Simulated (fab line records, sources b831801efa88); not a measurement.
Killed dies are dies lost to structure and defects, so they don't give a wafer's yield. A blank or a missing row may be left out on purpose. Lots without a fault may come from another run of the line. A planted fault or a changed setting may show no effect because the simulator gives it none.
Which tool did it? | flow sky130 | 11 lots, 33 wafers sampled, at 4 steps of a route of 708

WHAT THE GAUGES READ, wafer by wafer
SKY_SONOS_ONO_THK_MEAS_03.
lot  | measured     | on            | SONOS_ONO_CVD_02_THK (nm)
L703 | day 11 11:24 | film_metro-02 | 10.39 10.46 10.37
L704 | day 11 19:50 | film_metro-03 | 10.42 10.52 10.42
L705 | day 12 14:14 | film_metro-04 | 10.41 10.24 10.35
L706 | day 12 19:55 | film_metro-02 | 10.51 10.55 10.37
L708 | day 13 07:12 | film_metro-02 | 10.53 10.46 10.42
L716 | day 15 23:04 | film_metro-03 | 10.46 10.65 10.55
L717 | day 16 08:23 | film_metro-03 | 10.49 10.41 10.62
L719 | day 17 07:56 | film_metro-04 | 10.58 10.49 10.60
L720 | day 17 07:58 | film_metro-02 | 10.36 10.48 10.36
L721 | day 17 15:47 | film_metro-04 | 10.41 10.47 10.31
L726 | day 19 05:14 | film_metro-02 | 10.22 10.19 10.31

SKY_LDD_P_OVL_MEAS_08.
lot  | measured     | on         | LDD_P_OVL (nm)
L703 | day 18 18:44 | overlay-02 | -1.9 0.8 -0.7
L704 | day 19 14:29 | overlay-02 | -1.2 -0.6 0.9
L705 | day 20 05:26 | overlay-02 | -0.8 0.0 -0.5
L706 | day 20 10:59 | overlay-02 | -0.8 -0.6 0.4
L708 | day 21 01:11 | overlay-02 | -0.2 0.5 -0.1
L716 | day 23 23:11 | overlay-01 | 5.5 4.3 3.8 6.9 4.8 4.4
L717 | day 24 12:45 | overlay-02 | 0.6 -1.3 1.0
L719 | day 25 12:06 | overlay-01 | -2.2 -1.8 -2.5
L720 | day 25 09:52 | overlay-01 | 1.5 0.5 0.7
L721 | day 25 18:59 | overlay-01 | -0.5 2.1 -0.6
L726 | day 27 09:08 | overlay-01 | -2.0 0.6 -1.1

WHICH TOOL RAN EACH LOT (tool, then ch and the chambers of the sampled wafers, then the start)
lot  | SKY_GATE_OXIDE_STRIP_13              | SKY_LDD_P_EXPOSE_04
L703 | plasma_asher-03 ch 0,1, day 13 17:10 | iline_stepper-01 ch 0, day 18 04:16
L704 | plasma_asher-01 ch 0,1, day 14 02:55 | iline_stepper-01 ch 0, day 18 22:46
L705 | plasma_asher-02 ch 0,1, day 14 20:57 | iline_stepper-02 ch 0, day 19 14:04
L706 | plasma_asher-02 ch 0,1, day 15 02:04 | iline_stepper-02 ch 0, day 19 19:38
L708 | plasma_asher-03 ch 0, day 15 15:41   | iline_stepper-02 ch 0, day 20 10:39
L716 | plasma_asher-01 ch 0,1, day 18 12:13 | iline_stepper-01 ch 0, day 23 08:13
L717 | plasma_asher-03 ch 0,1, day 18 23:03 | iline_stepper-02 ch 0, day 23 21:24
L719 | plasma_asher-01 ch 0,1, day 20 01:16 | iline_stepper-02 ch 0, day 24 20:59
L720 | plasma_asher-03 ch 0,1, day 19 23:44 | iline_stepper-02 ch 0, day 24 18:56
L721 | plasma_asher-03 ch 0,1, day 20 08:13 | iline_stepper-02 ch 0, day 25 04:08
L726 | plasma_asher-02 ch 0,1, day 21 23:45 | iline_stepper-02 ch 0, day 26 18:57
- SKY_GATE_OXIDE_STRIP_13: strips in O2/N2.
- SKY_LDD_P_EXPOSE_04: exposes mask PSDM, target cd 380 nm.

WHAT THE TOOLS THEMSELVES READ (means of the sampled wafers that have a number; where no wafer has one, the mark that the record gives instead)
SKY_GATE_OXIDE_STRIP_13.
lot  | tool            | drypump_motor_current_A (A) | n2_flow_sccm (sccm) | oes_product_au (a.u.) | strip_time_to_endpoint_s (s)
L703 | plasma_asher-03 | 5.43                        | 299.4               | 0.716                 | 14.31
L704 | plasma_asher-01 | 5.54                        | 299.9               | 0.716                 | 14.28
L705 | plasma_asher-02 | 5.56                        | 300.3               | 0.712                 | 14.33
L706 | plasma_asher-02 | 5.60                        | 300.4               | 0.713                 | 14.28
L708 | plasma_asher-03 | 5.27                        | 299.7               | 0.718                 | 14.34
L716 | plasma_asher-01 | 5.49                        | 299.1               | 0.718                 | 14.32
L717 | plasma_asher-03 | 5.60                        | 299.9               | 0.713                 | 14.28
L719 | plasma_asher-01 | 5.53                        | 300.7               | 0.716                 | 14.36
L720 | plasma_asher-03 | 5.60                        | 300.3               | 0.721                 | 14.30
L721 | plasma_asher-03 | 5.59                        | 300.0               | 0.712                 | 14.27
L726 | plasma_asher-02 | 5.42                        | 298.7               | 0.709                 | 14.29

SKY_LDD_P_EXPOSE_04.
lot  | tool             | reticle_temp_C (C)
L703 | iline_stepper-01 | 22.96
L704 | iline_stepper-01 | 23.14
L705 | iline_stepper-02 | 22.95
L706 | iline_stepper-02 | 23.15
L708 | iline_stepper-02 | 22.92
L716 | iline_stepper-01 | 23.04
L717 | iline_stepper-02 | 22.93
L719 | iline_stepper-02 | 22.96
L720 | iline_stepper-02 | 23.03
L721 | iline_stepper-02 | 22.99
L726 | iline_stepper-02 | 23.15

THE ANSWER, worked out from the rows above alone
Rule: what is usual is taken from the lots themselves. Put in order of their means at a reading, lots are off if they are a third of the lots or fewer, leave a main group of 4 or more, and stand apart from it by a gap of 3 or more times the standard deviation of the main group's means; of several such gaps the widest counts. A main group whose means are all the same, to the digits that the tables above print for the reading, isn't used. A lot without any number at a reading at which 4 lots or more have one is off too. The other lots that the step has rows for count as sound. The gauges are gone through in route order, then the tools' own readings, and for those a lot's mean is taken as printed above. The first step at which some lot is off is used, and at that step the reading that is off furthest; a lot without a number counts as furthest.
Off: L716, at SKY_LDD_P_OVL_MEAS_08 (LDD_P_OVL). The main group: mean -0.3 nm, standard deviation 0.77.
A tool fits if, at a process step before that reading, it ran every lot that is off, and no sound lot after the first of them. The gauges at SKY_LDD_P_OVL_MEAS_08 are tried like those tools. One fits: iline_stepper-01 at SKY_LDD_P_EXPOSE_04. Its last sound lot is L704 (day 18 22:46), its first lot that is off L716 (day 23 08:13): a fault that began between those two fits.

WHAT THE SIMULATOR HAD PUT IN
Scanner matching overlay: iline_stepper-01, from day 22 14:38 on, at SKY_LDD_P_EXPOSE_04. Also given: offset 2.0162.
Lots struck among those shown: L716. The rule above found the same.
